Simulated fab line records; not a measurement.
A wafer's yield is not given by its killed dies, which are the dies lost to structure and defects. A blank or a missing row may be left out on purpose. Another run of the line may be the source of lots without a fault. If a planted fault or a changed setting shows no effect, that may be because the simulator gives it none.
What tool caused it? || flow sky130 || 6 lots with 18 wafers sampled at 3 steps, on a route of 708 steps

WHAT THE GAUGES READ, wafer by wafer
SKY_METAL2_CD_MEAS_15: the cd target is 140 nm.
{"lot": "L991", "measured": "day 35 15:02", "on": "cd_sem-01", "cd_nm (nm)": "141.4 141.1 141.0"}
{"lot": "L995", "measured": "day 37 00:43", "on": "cd_sem-02", "cd_nm (nm)": "141.4 141.8 141.4"}
{"lot": "L996", "measured": "day 37 16:14", "on": "cd_sem-02", "cd_nm (nm)": "140.2 141.3 140.3"}
{"lot": "L998", "measured": "day 38 05:44", "on": "cd_sem-02", "cd_nm (nm)": "138.2 137.8 139.2"}
{"lot": "L100", "measured": "day 38 17:05", "on": "cd_sem-02", "cd_nm (nm)": "139.6 138.5 138.5"}
{"lot": "L106", "measured": "day 40 13:44", "on": "cd_sem-02", "cd_nm (nm)": "64.7 85.6 123.6"}

TOOL THAT RAN EACH LOT (tool first, then ch and the chambers of the sampled wafers, then the start)
{"lot": "L991", "SKY_METAL2_SPUTTER_04": "pvd_sputter-01, day 34 12:14", "SKY_METAL2_EXPOSE_12": "krf_scanner-01 ch 0, day 35 02:28"}
{"lot": "L995", "SKY_METAL2_SPUTTER_04": "pvd_sputter-01, day 35 23:16", "SKY_METAL2_EXPOSE_12": "krf_scanner-01 ch 0, day 36 12:07"}
{"lot": "L996", "SKY_METAL2_SPUTTER_04": "pvd_sputter-03, day 36 14:37", "SKY_METAL2_EXPOSE_12": "krf_scanner-02 ch 0, day 37 03:55"}
{"lot": "L998", "SKY_METAL2_SPUTTER_04": "pvd_sputter-01, day 37 04:16", "SKY_METAL2_EXPOSE_12": "krf_scanner-02 ch 0, day 37 17:02"}
{"lot": "L100", "SKY_METAL2_SPUTTER_04": "pvd_sputter-03, day 37 15:20", "SKY_METAL2_EXPOSE_12": "krf_scanner-02 ch 0, day 38 04:28"}
{"lot": "L106", "SKY_METAL2_SPUTTER_04": "pvd_sputter-01, day 39 13:14", "SKY_METAL2_EXPOSE_12": "krf_scanner-02 ch 0, day 40 01:14"}
- SKY_METAL2_SPUTTER_04: material TiN, target thk 70 nm, time 58.3 s.
- SKY_METAL2_EXPOSE_12: exposes mask MM2, target cd 140 nm.

THE ANSWER, worked out from the rows above alone
Rule: what is usual is taken from the lots themselves. Put in order of their means at a reading, lots are off if they are a third of the lots or fewer, leave a main group of 4 or more, and stand apart from it by a gap of 3 or more times the standard deviation of the main group's means; of several such gaps the widest counts. If all means in a main group match to the digits the tables above print for the reading, that group is not used. Also off: a lot with no number at a reading for which 4 or more lots have one. The other lots that the step has rows for count as sound.
Off at SKY_METAL2_CD_MEAS_15 (cd_nm): L106. Main group: mean 140.1 nm, sd 1.3.
If a tool, at a process step before that reading, ran all the lots that are off and no sound lot after the first of them, it fits. Those tools and the gauges at SKY_METAL2_CD_MEAS_15 are tried in the same way. Can't be told from this: 3 tools fit, pvd_sputter-01 at SKY_METAL2_SPUTTER_04, krf_scanner-02 at SKY_METAL2_EXPOSE_12, cd_sem-02 at SKY_METAL2_CD_MEAS_15.

WHAT THE SIMULATOR HAD INSERTED
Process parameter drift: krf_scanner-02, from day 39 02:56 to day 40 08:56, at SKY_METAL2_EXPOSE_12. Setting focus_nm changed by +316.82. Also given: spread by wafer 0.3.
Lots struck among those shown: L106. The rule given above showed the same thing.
